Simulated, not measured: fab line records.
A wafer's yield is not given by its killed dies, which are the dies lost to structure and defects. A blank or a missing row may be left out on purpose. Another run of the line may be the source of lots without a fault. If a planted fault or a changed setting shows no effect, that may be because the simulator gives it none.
8D (eight disciplines) problem report, filled in by code    flow sky130    the parts of the form that need people (team, actions taken, sign-off) are left out

## 1. THE PROBLEM
Wafers without a fault read 300.1 nm, standard deviation 1.4; cd-nm at SKY_METAL3_CD_MEAS_13 reads a mean of 217.8 nm on 6 wafers belonging to 2 lots. That puts it -59 standard deviations away from the usual mean.
The step: target cd 300 nm.
Seen first at day 42 11:47 on cd-sem-01, wafer L830.2. The record holds 42 wafers of 14 lots with a number at this step. The rule behind "out" and "out of limits": a value lying over 4 standard deviations away from the usual mean. Any other wafer with a number is counted as sound.

## 2. WHAT IT IS, WHAT IT ISN'T
question                     is                      is not
which readings at this step  cd-nm                   -
which lots                   L830, L831              L817, L818, L819, L820, L821, L822, L823, L824, L828, L832, L833, L838
which wafers of those lots   all that have a number  -
read on which gauges         cd-sem-01               cd-sem-02
when                         from day 42 11:47       up to then (27 sound wafers); but 9 sound wafers of L832, L833, L838 came after

## 3. SUSPECTS, AND WHAT RULES EACH OUT
Counting: any tool at a process step up to the reading is kept as a suspect provided that every lot that is out went through it and no sound lot did after the first of them.
- the gauge at SKY_METAL3_CD_MEAS_13: kept. All the wafers that are out were read on cd-sem-01, and no step on other tools shows them out.
- pvd-sputter-01 at SKY_METAL3_SPUTTER_01 (material TiN, target thk 20 nm, time 16.7 s): kept. All lots that are out passed through it, beginning with L830 at day 40 09:37, and no sound lot followed; its final sound lot before that point was L828 at day 39 14:55.
- krf-scanner-02 at SKY_METAL3_EXPOSE_10 (exposes mask MM3, target cd 300 nm): kept. All lots that are out passed through it, beginning with L830 at day 42 00:34, and no sound lot followed; its final sound lot before that point was L824 at day 40 20:16.
The count leaves pvd-sputter-01 at SKY_METAL3_SPUTTER_01, krf-scanner-02 at SKY_METAL3_EXPOSE_10, and cd-sem-01 at SKY_METAL3_CD_MEAS_13.

## 4. THE CAUSE (what the simulator had put in)
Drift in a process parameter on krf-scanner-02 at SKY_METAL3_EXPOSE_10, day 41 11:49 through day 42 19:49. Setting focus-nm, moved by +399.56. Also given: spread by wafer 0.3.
Counting left 3 suspects, and this tool is among them.

## 5. THE CHAIN OF EFFECTS, in route order
One row per reading whose mean, taken over the struck wafers that have a number, lies over 3 standard deviations from the usual. Readings are gone through only where the record gives a usual standard deviation; hours: the median, over the lots, of the time from a lot's start at the first step in this table giving one to that lot's start at this step; sigmas: the change measured in usual standard deviations.
hours  step                   reading  usual     on struck wafers  change  sigmas
0      SKY_METAL3_CD_MEAS_13  cd-nm    300.1 nm  217.8             -82.3   -59

## 6. HOW IT WOULD HAVE BEEN CAUGHT EARLIER
Counted from the fault's start at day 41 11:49, it took 24 hours until the first out-of-limits reading at a measuring or inspecting step in this record, taken at day 42 11:47.
By day 42 11:47 the whole set of lots that are out, 2 in number, had already begun SKY_METAL3_EXPOSE_10 on krf-scanner-02. Had the tool been put on hold then, not one of them would have been saved.
